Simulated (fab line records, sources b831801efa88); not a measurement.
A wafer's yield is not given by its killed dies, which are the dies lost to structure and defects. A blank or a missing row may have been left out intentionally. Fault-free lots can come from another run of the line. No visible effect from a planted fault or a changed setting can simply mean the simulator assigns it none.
Which tool did it? || flow gf180mcu || 14 lots with 42 wafers sampled at 5 steps, on a route of 602 steps

WHAT EACH GAUGE READ, for each wafer
GF_STI_BOW_MEAS_00.
{"lot": "L915", "measured": "day 1 20:01", "on": "film-metro-02", "INCOMING_BOW (um)": "-3 -9 -1"}
{"lot": "L916", "measured": "day 2 01:00", "on": "film-metro-01", "INCOMING_BOW (um)": "10 -3 1"}
{"lot": "L917", "measured": "day 2 06:00", "on": "film-metro-03", "INCOMING_BOW (um)": "-7 -1 1"}
{"lot": "L918", "measured": "day 2 11:02", "on": "film-metro-03", "INCOMING_BOW (um)": "-1 3 0"}
{"lot": "L919", "measured": "day 2 16:00", "on": "film-metro-01", "INCOMING_BOW (um)": "8 -3 9"}
{"lot": "L928", "measured": "day 4 13:02", "on": "film-metro-01", "INCOMING_BOW (um)": "-4 -13 2"}
{"lot": "L929", "measured": "day 4 18:00", "on": "film-metro-02", "INCOMING_BOW (um)": "6 -14 3"}
{"lot": "L930", "measured": "day 4 23:01", "on": "film-metro-02", "INCOMING_BOW (um)": "-1 5 3"}
{"lot": "L931", "measured": "day 5 04:00", "on": "film-metro-02", "INCOMING_BOW (um)": "-12 2 11"}
{"lot": "L932", "measured": "day 5 09:00", "on": "film-metro-01", "INCOMING_BOW (um)": "-6 -5 5"}
{"lot": "L933", "measured": "day 5 14:00", "on": "film-metro-02", "INCOMING_BOW (um)": "2 -3 -2"}
{"lot": "L934", "measured": "day 5 19:00", "on": "film-metro-02", "INCOMING_BOW (um)": "-4 -3 -5"}
{"lot": "L935", "measured": "day 6 00:00", "on": "film-metro-03", "INCOMING_BOW (um)": "-1 -6 -2"}
{"lot": "L936", "measured": "day 6 05:00", "on": "film-metro-03", "INCOMING_BOW (um)": "0 -5 -1"}

GF_VT_IMPLANT_OVL_MEAS_29.
{"lot": "L915", "measured": "day 7 07:27", "on": "overlay-02", "VT_IMPLANT_02_OVL (nm)": "-1.6 -0.9 -0.4"}
{"lot": "L916", "measured": "day 7 16:31", "on": "overlay-01", "VT_IMPLANT_02_OVL (nm)": "2.0 -1.7 1.0"}
{"lot": "L917", "measured": "day 7 20:31", "on": "overlay-01", "VT_IMPLANT_02_OVL (nm)": "-1.1 -2.6 -2.6"}
{"lot": "L918", "measured": "day 8 06:05", "on": "overlay-01", "VT_IMPLANT_02_OVL (nm)": "1.9 1.0 -0.1"}
{"lot": "L919", "measured": "day 8 11:02", "on": "overlay-02", "VT_IMPLANT_02_OVL (nm)": "-2.0 -0.8 -1.2"}
{"lot": "L928", "measured": "day 11 01:51", "on": "overlay-02", "VT_IMPLANT_02_OVL (nm)": "-3.1 -1.8 -4.6"}
{"lot": "L929", "measured": "day 11 07:11", "on": "overlay-02", "VT_IMPLANT_02_OVL (nm)": "-0.8 -3.5 -0.7"}
{"lot": "L930", "measured": "day 11 13:42", "on": "overlay-02", "VT_IMPLANT_02_OVL (nm)": "-2.5 -1.7 -3.1"}
{"lot": "L931", "measured": "day 11 17:28", "on": "overlay-02", "VT_IMPLANT_02_OVL (nm)": "-0.3 0.6 -0.7"}
{"lot": "L932", "measured": "day 12 02:38", "on": "overlay-02", "VT_IMPLANT_02_OVL (nm)": "-0.6 -0.7 -0.5"}
{"lot": "L933", "measured": "day 12 10:17", "on": "overlay-02", "VT_IMPLANT_02_OVL (nm)": "-0.9 0.3 -2.0"}
{"lot": "L934", "measured": "day 12 18:19", "on": "overlay-01", "VT_IMPLANT_02_OVL (nm)": "-0.1 -0.8 0.8"}
{"lot": "L935", "measured": "day 13 08:17", "on": "overlay-02", "VT_IMPLANT_02_OVL (nm)": "0.7 0.3 2.1"}
{"lot": "L936", "measured": "day 13 08:37", "on": "overlay-02", "VT_IMPLANT_02_OVL (nm)": "-0.7 -1.3 -0.9"}

GF_DUAL_GATE_THK_MEAS_03.
{"lot": "L915", "measured": "day 8 01:00", "on": "film-metro-01", "DUAL_GATE_OXIDATION_00_THK (nm)": "11.24 11.21 11.07"}
{"lot": "L916", "measured": "day 8 11:31", "on": "film-metro-01", "DUAL_GATE_OXIDATION_00_THK (nm)": "10.83 11.04 10.73"}
{"lot": "L917", "measured": "day 8 14:54", "on": "film-metro-03", "DUAL_GATE_OXIDATION_00_THK (nm)": "10.86 10.94 10.86"}
{"lot": "L918", "measured": "day 9 01:55", "on": "film-metro-03", "DUAL_GATE_OXIDATION_00_THK (nm)": "13.66 13.82 13.83 13.70 13.79 13.78"}
{"lot": "L919", "measured": "day 9 07:13", "on": "film-metro-01", "DUAL_GATE_OXIDATION_00_THK (nm)": "14.28 14.35 14.16 14.30 14.31 14.10"}
{"lot": "L928", "measured": "day 11 23:50", "on": "film-metro-03", "DUAL_GATE_OXIDATION_00_THK (nm)": "11.02 10.65 10.88"}
{"lot": "L929", "measured": "day 12 04:35", "on": "film-metro-01", "DUAL_GATE_OXIDATION_00_THK (nm)": "11.27 11.26 11.10"}
{"lot": "L930", "measured": "day 12 10:59", "on": "film-metro-01", "DUAL_GATE_OXIDATION_00_THK (nm)": "11.32 11.27 11.14"}
{"lot": "L931", "measured": "day 12 17:18", "on": "film-metro-03", "DUAL_GATE_OXIDATION_00_THK (nm)": "10.97 10.99 10.88"}
{"lot": "L932", "measured": "day 13 00:59", "on": "film-metro-03", "DUAL_GATE_OXIDATION_00_THK (nm)": "11.13 11.31 11.27"}
{"lot": "L933", "measured": "day 13 08:23", "on": "film-metro-02", "DUAL_GATE_OXIDATION_00_THK (nm)": "11.09 10.96 11.09"}
{"lot": "L934", "measured": "day 13 16:13", "on": "film-metro-02", "DUAL_GATE_OXIDATION_00_THK (nm)": "11.01 11.06 11.28"}
{"lot": "L935", "measured": "day 14 07:59", "on": "film-metro-03", "DUAL_GATE_OXIDATION_00_THK (nm)": "11.00 11.11 11.11"}
{"lot": "L936", "measured": "day 14 08:56", "on": "film-metro-03", "DUAL_GATE_OXIDATION_00_THK (nm)": "10.85 10.93 10.97"}

GF_PSD_OVL_MEAS_08.
{"lot": "L915", "measured": "day 14 15:31", "on": "overlay-01", "PSD_OVL (nm)": "-0.5 -0.9 0.4"}
{"lot": "L916", "measured": "day 15 05:37", "on": "overlay-02", "PSD_OVL (nm)": "-2.4 -0.3 -0.4"}
{"lot": "L917", "measured": "day 15 08:43", "on": "overlay-01", "PSD_OVL (nm)": "0.9 -1.5 1.8"}
{"lot": "L918", "measured": "day 15 22:43", "on": "overlay-02", "PSD_OVL (nm)": "0.4 0.7 1.1"}
{"lot": "L919", "measured": "day 16 08:19", "on": "overlay-02", "PSD_OVL (nm)": "3.6 1.6 1.3"}
{"lot": "L928", "measured": "day 19 17:08", "on": "overlay-02", "PSD_OVL (nm)": "5.9 1.9 2.5"}
{"lot": "L929", "measured": "day 19 21:43", "on": "overlay-02", "PSD_OVL (nm)": "1.0 -0.3 -0.5"}
{"lot": "L930", "measured": "day 20 04:07", "on": "overlay-02", "PSD_OVL (nm)": "1.8 0.1 -1.0"}
{"lot": "L931", "measured": "day 20 13:28", "on": "overlay-02", "PSD_OVL (nm)": "-0.4 0.9 -1.5"}
{"lot": "L932", "measured": "day 20 23:37", "on": "overlay-02", "PSD_OVL (nm)": "1.2 2.6 3.0"}
{"lot": "L933", "measured": "day 21 05:04", "on": "overlay-01", "PSD_OVL (nm)": "0.7 0.6 2.3"}
{"lot": "L934", "measured": "day 21 17:08", "on": "overlay-02", "PSD_OVL (nm)": "-2.2 -3.1 -0.2"}
{"lot": "L935", "measured": "day 22 12:25", "on": "overlay-01", "PSD_OVL (nm)": "0.2 1.2 0.2"}
{"lot": "L936", "measured": "day 22 13:55", "on": "overlay-01", "PSD_OVL (nm)": "4.1 1.5 5.0"}

TOOL THAT RAN EACH LOT (tool first, then ch and the chambers of the sampled wafers, then the start)
{"lot": "L915", "GF_DUAL_GATE_OXIDATION_02": "furnace-01 ch 0, day 7 23:32"}
{"lot": "L916", "GF_DUAL_GATE_OXIDATION_02": "furnace-02 ch 0, day 8 10:04"}
{"lot": "L917", "GF_DUAL_GATE_OXIDATION_02": "furnace-02 ch 0, day 8 13:27"}
{"lot": "L918", "GF_DUAL_GATE_OXIDATION_02": "furnace-02 ch 0, day 9 00:26"}
{"lot": "L919", "GF_DUAL_GATE_OXIDATION_02": "furnace-02 ch 0, day 9 05:46"}
{"lot": "L928", "GF_DUAL_GATE_OXIDATION_02": "furnace-02 ch 0, day 11 22:22"}
{"lot": "L929", "GF_DUAL_GATE_OXIDATION_02": "furnace-01 ch 0, day 12 03:08"}
{"lot": "L930", "GF_DUAL_GATE_OXIDATION_02": "furnace-01 ch 0, day 12 09:32"}
{"lot": "L931", "GF_DUAL_GATE_OXIDATION_02": "furnace-01 ch 0, day 12 15:52"}
{"lot": "L932", "GF_DUAL_GATE_OXIDATION_02": "furnace-01 ch 0, day 12 23:32"}
{"lot": "L933", "GF_DUAL_GATE_OXIDATION_02": "furnace-01 ch 0, day 13 06:57"}
{"lot": "L934", "GF_DUAL_GATE_OXIDATION_02": "furnace-01 ch 0, day 13 14:46"}
{"lot": "L935", "GF_DUAL_GATE_OXIDATION_02": "furnace-01 ch 0, day 14 06:32"}
{"lot": "L936", "GF_DUAL_GATE_OXIDATION_02": "furnace-02 ch 0, day 14 07:29"}
- GF_DUAL_GATE_OXIDATION_02: stabilise 600 s, purge 300 s, target thk 10.887 nm.

WHAT THE TOOLS THEMSELVES READ (means of the sampled wafers that have a number; where no wafer has one, the mark that the record gives instead)
GF_DUAL_GATE_OXIDATION_02.
{"lot": "L915", "tool": "furnace-01", "ox-temp-c (C)": 899.7, "spike-tc-top-C (C)": 912.3}
{"lot": "L916", "tool": "furnace-02", "ox-temp-c (C)": 900.2, "spike-tc-top-C (C)": 918.1}
{"lot": "L917", "tool": "furnace-02", "ox-temp-c (C)": 900.2, "spike-tc-top-C (C)": 916.3}
{"lot": "L918", "tool": "furnace-02", "ox-temp-c (C)": 899.7, "spike-tc-top-C (C)": 916.8}
{"lot": "L919", "tool": "furnace-02", "ox-temp-c (C)": 900.2, "spike-tc-top-C (C)": 917.2}
{"lot": "L928", "tool": "furnace-02", "ox-temp-c (C)": 900.0, "spike-tc-top-C (C)": 917.4}
{"lot": "L929", "tool": "furnace-01", "ox-temp-c (C)": 900.3, "spike-tc-top-C (C)": 912.8}
{"lot": "L930", "tool": "furnace-01", "ox-temp-c (C)": 899.3, "spike-tc-top-C (C)": 912.6}
{"lot": "L931", "tool": "furnace-01", "ox-temp-c (C)": 899.9, "spike-tc-top-C (C)": 913.0}
{"lot": "L932", "tool": "furnace-01", "ox-temp-c (C)": 900.0, "spike-tc-top-C (C)": 914.5}
{"lot": "L933", "tool": "furnace-01", "ox-temp-c (C)": 900.0, "spike-tc-top-C (C)": 912.3}
{"lot": "L934", "tool": "furnace-01", "ox-temp-c (C)": 900.5, "spike-tc-top-C (C)": 912.7}
{"lot": "L935", "tool": "furnace-01", "ox-temp-c (C)": 900.1, "spike-tc-top-C (C)": 913.9}
{"lot": "L936", "tool": "furnace-02", "ox-temp-c (C)": 899.7, "spike-tc-top-C (C)": 917.2}

THE ANSWER, worked out from the rows above alone
Rule: usual is defined by the lots themselves. The widest of any qualifying gaps counts: lots, ordered by their means at a reading, are off when they make up no more than a third of the lots, leave a main group of 4 or more, and stand apart from it by 3 or more times the standard deviation of that group's means. A main group is skipped when, at the precision printed for the reading in the tables above, its means are all equal. Also off: a lot with no number at a reading for which 4 or more lots have one. All remaining lots with rows at the step are treated as sound. After the gauges, taken in route order, come the tools' own readings; for these a lot's mean is taken, as printed above. At the first step where some lot is off, the reading lying furthest off is the one used; lots without a number count as furthest.
Off: L918, L919, at GF_DUAL_GATE_THK_MEAS_03 (DUAL_GATE_OXIDATION_00_THK). The main group has a mean of 11.05 nm with a standard deviation of 0.14.
A tool fits if, at a process step before that reading, it ran every lot that is off, and no sound lot after the first of them. Those tools and the gauges at GF_DUAL_GATE_THK_MEAS_03 are tried in the same way. None of those tried fits.

WHAT THE SIMULATOR HAD INSERTED
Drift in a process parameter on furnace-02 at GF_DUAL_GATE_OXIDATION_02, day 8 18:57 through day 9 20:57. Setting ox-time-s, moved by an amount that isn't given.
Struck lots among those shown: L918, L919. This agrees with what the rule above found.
